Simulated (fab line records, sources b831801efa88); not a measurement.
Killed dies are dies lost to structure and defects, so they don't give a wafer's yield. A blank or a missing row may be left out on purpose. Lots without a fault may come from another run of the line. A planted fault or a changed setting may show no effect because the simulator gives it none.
A struck lot beside a sound one | flow sky130 | 17 steps out of a route of 708
Sound: wafers L458.2, L458.4, L458.5. Struck: wafers L467.1, L467.4, L467.6. The cause comes at the end.
At each step with rows: each side's tool, then ch and its chambers, then its first start. Under that, the readings that differ: sound wafers | struck wafers | difference of the means | sigmas: that difference in standard deviations of wafers without a fault.
alike: readings whose means differ by less than 2 such deviations, and words and numbers that are the same on both sides. not compared: withheld readings, readings that some wafer has no value for, bounds like >300 that may hide the same value, and numbers for which the record gives no deviation and whose values overlap.
The two part at a step that has a row with sigmas, a row that says differs or no value, or rows on one side only. Numbers that don't overlap but have no deviation are shown without sigmas and don't part them. A reading that every wafer of one side lacks parts them only if that side has two wafers or more.

SKY_POLY_GATE_THK_MEAS_04:
  sound on film_metro-04, day 18 05:33; struck on film_metro-01, day 21 04:59
  alike: POLY_GATE_CVD_03_THK
then, 8 steps without rows for these wafers: SKY_POLY_GATE_DEHYDRATE_05 (time 60 s); SKY_POLY_GATE_HMDS_06 (prime time 60 s); SKY_POLY_GATE_COAT_07 (resist thk 110 nm); SKY_POLY_GATE_COAT_08 (resist thk 450 nm); SKY_POLY_GATE_SOFTBAKE_09 (time 87.67 s); SKY_POLY_GATE_EXPOSE_10 (exposes mask P1M, target cd 150 nm); SKY_POLY_GATE_PEB_11; SKY_POLY_GATE_DEVELOP_12 (develop time 60 s).
SKY_POLY_GATE_CD_MEAS_13: target cd 150 nm.
  sound on cd_sem-02, day 19 12:13; struck on cd_sem-02, day 22 11:23
  alike: cd_nm
SKY_POLY_GATE_OVL_MEAS_14:
  sound on overlay-02, day 19 12:19; struck on overlay-02, day 22 11:31
  alike: POLY_GATE_OVL
SKY_POLY_GATE_ETCH_15: etches BARC in N2/H2, stops on SiO2, time 118.5 s, target depth 110 nm.
  sound on rie_diel-01 ch 0,1, day 19 12:21; struck on rie_diel-01 ch 0,1,3, day 22 11:33
  alike: bias_w, chamber_pressure_mTorr, drypump_motor_current_A, oes_product_au, throttle_valve_pct
  not compared: rf_hours_counter_h
SKY_POLY_GATE_ETCH_16: etches Si3N4 in CH3F/O2, stops on poly-Si, time 147.5 s, target depth 75 nm.
  sound on rie_diel-01 ch 0,1, day 19 12:26; struck on rie_diel-01 ch 0,1,3, day 22 11:38
  no value came back on the struck wafers for any of 6 readings (O2_flow_sccm (sccm), bias_w (W) and others); on the sound wafers O2_flow_sccm (sccm) reads 29.95 29.87 29.99
  reading                                          | sound             | struck            | difference | sigmas
  model.KrF-thick_of_POLY_GATE_COAT_08.thk_nm (nm) | 233.7 237.6 234.5 | 345.4 345.3 342.6 | +109.2     |
  not compared: rf_hours_counter_h
SKY_POLY_GATE_ETCH_17: etches poly-Si in HBr/Cl2, stops on SiO2, target depth 180 nm, time 70.5 s.
  sound on rie_si-02 ch 0,2, day 19 12:32; struck on rie_si-02 ch 0,1,3, day 22 11:44
  reading                                          | sound             | struck            | difference | sigmas
  model.KrF-thick_of_POLY_GATE_COAT_08.thk_nm (nm) | 139.3 143.8 139.1 | 250.8 250.3 248.8 | +109.2     |
  alike: HBr_flow_sccm, bias_w, drypump_motor_current_A, oes_product_au, throttle_valve_pct
  not compared: rf_hours_counter_h
SKY_POLY_GATE_STRIP_18: strips in O2/N2.
  sound on plasma_asher-03 ch 0,1, day 19 12:35; struck on plasma_asher-02 ch 0, day 22 11:47
  reading                      | sound             | struck            | difference | sigmas
  oes_product_au (a.u.)        | 0.359 0.361 0.357 | 0.416 0.403 0.413 | +0.052     | +11
  strip_time_to_endpoint_s (s) | 3.168 3.211 3.159 | 4.356 4.340 4.340 | +1.166     | +40
  alike: drypump_motor_current_A
  not compared: rf_hours_counter_h
then, 1 step without rows for these wafers: SKY_POLY_GATE_CLEAN_19 (cleans in SC1/SC2, time 150 s).
-- the record jumps here: 27 days lie between the struck wafers' starts before and after (it left off in module POLY_GATE and takes up again in module PAD_OPEN, whose first step shown is number 708 of the route) --
SKY_PAD_OPEN_PROBE_99:
  the record has rows for the struck wafers here (prober-02, day 49 14:47) and none for the sound ones

WHERE THEY PART
First at SKY_POLY_GATE_ETCH_16; last, within this record, at SKY_PAD_OPEN_PROBE_99.

WHY: what the simulator had put in
Skipped step whole: rie_diel-01, from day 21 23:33 on, at SKY_POLY_GATE_ETCH_16. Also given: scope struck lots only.
